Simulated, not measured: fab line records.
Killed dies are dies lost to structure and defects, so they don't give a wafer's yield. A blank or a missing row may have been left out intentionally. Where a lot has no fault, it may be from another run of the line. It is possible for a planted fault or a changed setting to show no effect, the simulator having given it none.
Chamber matching | flow gf180mcu | pecvd-04 running GF_V5_CVD_02: 3 sister chambers
The step deposits SiO2 from TEOS, target thk 1450 nm, time 163.28 s. 6 wafers are shown with their chamber, then 7 later ones without.

EACH WAFER AND ITS CHAMBER
wafer  | chamber | heater_power_w (W)
L761.6 | 1       | 399
L762.1 | 0       | 692
L762.2 | 2       | 661
L762.6 | 1       | 409
L764.1 | 0       | 789
L764.4 | 2       | 601

WAFERS WITH NO CHAMBER GIVEN
wafer  | heater_power_w (W)
L764.6 | 638
L768.2 | 731
L768.5 | 524
L768.6 | 400
L769.1 | 534
L769.2 | 760
L769.5 | 628

CHAMBER TAKEN BY EACH
wafer  | from the rows above     | in truth
L764.6 | 2                       | 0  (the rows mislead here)
L768.2 | can't be placed: 0 or 2 | 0
L768.5 | can't be placed: 2 or 1 | 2
L768.6 | 1                       | 1
L769.1 | can't be placed: 2 or 1 | 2
L769.2 | 0                       | 0
L769.5 | 2                       | 2
Correct placement for 3 of the 7. Cannot be placed on the basis of these rows: 3; the candidates contain the true chamber in 3. Placed wrongly: 1.
How it was worked out, from the rows above alone: a wafer's distance from a chamber is the root of the sum, over the readings, of the square of ((its reading less the chamber's mean) divided by the reading's scatter). If the next closest chamber is less than 2 further off than the closest, the wafer can't be placed; otherwise it belongs to the closest. A chamber's mean is the mean of its shown wafers. The scatter is the square root of a quotient: the sum, over the shown wafers, of each reading's squared deviation from its chamber's mean, divided by wafers minus chambers.
